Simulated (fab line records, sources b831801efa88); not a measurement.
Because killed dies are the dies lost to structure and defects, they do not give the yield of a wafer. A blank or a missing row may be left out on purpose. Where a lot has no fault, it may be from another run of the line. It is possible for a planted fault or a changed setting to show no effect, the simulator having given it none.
Which tool is to blame? -- flow sky130 -- Sampling: 15 lots, 45 wafers, 2 of 708 route steps

WHAT THE GAUGES READ, wafer by wafer
SKY_CONTACT_CD_MEAS_14 targets a cd of 170 nm. Usual: cdNm 169.9 nm, standard deviation 1.5.
lot,measured,on,cdNm (nm),flag
L296,day 31 09:46,cdSem-02,170.9 169.8 168.0,
L297,day 31 15:49,cdSem-02,171.1 171.3 170.8,
L298,day 32 02:43,cdSem-01,172.7 172.0 171.8,
L303,day 33 22:37,cdSem-01,169.8 169.5 169.0,
L305,day 34 16:00,cdSem-01,170.4 170.1 169.3,
L311,day 36 18:39,cdSem-01,169.1 168.4 169.2,
L312,day 37 03:55,cdSem-02,169.3 169.8 170.7,
L313,day 37 16:37,cdSem-02,170.6 169.2 170.8,
L315,day 37 23:47,cdSem-02,171.3 170.5 170.9,
L317,day 38 09:17,cdSem-02,169.9 169.9 169.9,
L319,day 38 17:14,cdSem-02,166.9 167.3 167.6,
L318,day 38 19:58,cdSem-02,169.2 170.1 169.4,

WHICH TOOL RAN EACH LOT (tool, then ch and the chambers of the sampled wafers, then the start)
lot,SKY_POLY_GATE_DEVELOP_12
L296,"lithoTrack-04 ch 0, day 16 03:00"
L297,"lithoTrack-01 ch 0, day 16 09:00"
L298,"lithoTrack-02 ch 0, day 16 20:00"
L300,"lithoTrack-04, day 17 14:00"
L301,"lithoTrack-01, day 18 02:00"
L302,"lithoTrack-01, day 18 18:00"
L303,"lithoTrack-04 ch 0, day 19 00:00"
L305,"lithoTrack-01 ch 0, day 19 21:00"
L311,"lithoTrack-01 ch 0, day 22 07:00"
L312,"lithoTrack-02 ch 0, day 22 17:00"
L313,"lithoTrack-01 ch 0, day 23 05:00"
L315,"lithoTrack-01 ch 0, day 23 18:00"
L317,"lithoTrack-02 ch 0, day 24 05:00"
L319,"lithoTrack-01 ch 0, day 24 10:00"
L318,"lithoTrack-04 ch 0, day 24 17:00"
- SKY_POLY_GATE_DEVELOP_12: develop time 60 s.

WHAT THE TOOLS THEMSELVES READ (means of the sampled wafers that have a number; where no wafer has one, the mark that the record gives instead)
SKY_POLY_GATE_DEVELOP_12. Usual: chillPlateTempC 22.98 C, standard deviation 0.098.
lot,tool,chillPlateTempC (C),flag
L296,lithoTrack-04,23.00,
L297,lithoTrack-01,22.99,
L298,lithoTrack-02,23.01,
L300,lithoTrack-04,-,OFF
L301,lithoTrack-01,-,OFF
L302,lithoTrack-01,-,OFF
L303,lithoTrack-04,22.98,
L305,lithoTrack-01,23.01,
L311,lithoTrack-01,22.86,
L312,lithoTrack-02,22.96,
L313,lithoTrack-01,23.06,
L315,lithoTrack-01,22.92,
L317,lithoTrack-02,23.05,
L319,lithoTrack-01,23.12,
L318,lithoTrack-04,22.87,

THE ANSWER, worked out from the rows above alone
Rule: a lot counts as off when the mean over its wafers that have a number is more than 3 standard deviations away from the usual mean. Also off: a lot with no number at a reading for which 4 or more lots have one. All remaining lots with rows at the step are treated as sound. The gauges are gone through in route order, then the tools' own readings, and for those a lot's mean is taken as printed above. The first step at which some lot is off is used, and at that step the reading that is off furthest; a lot without a number counts as furthest.
Off, at SKY_POLY_GATE_DEVELOP_12 on chillPlateTempC: L300, L301, L302. Without a number there: L300, L301, L302.
A tool fits if, at that step or a process step before it, it ran every lot that is off, and no sound lot after the first of them. Not one of the candidates tried fits.

WHAT HAD BEEN PUT IN BY THE SIMULATOR
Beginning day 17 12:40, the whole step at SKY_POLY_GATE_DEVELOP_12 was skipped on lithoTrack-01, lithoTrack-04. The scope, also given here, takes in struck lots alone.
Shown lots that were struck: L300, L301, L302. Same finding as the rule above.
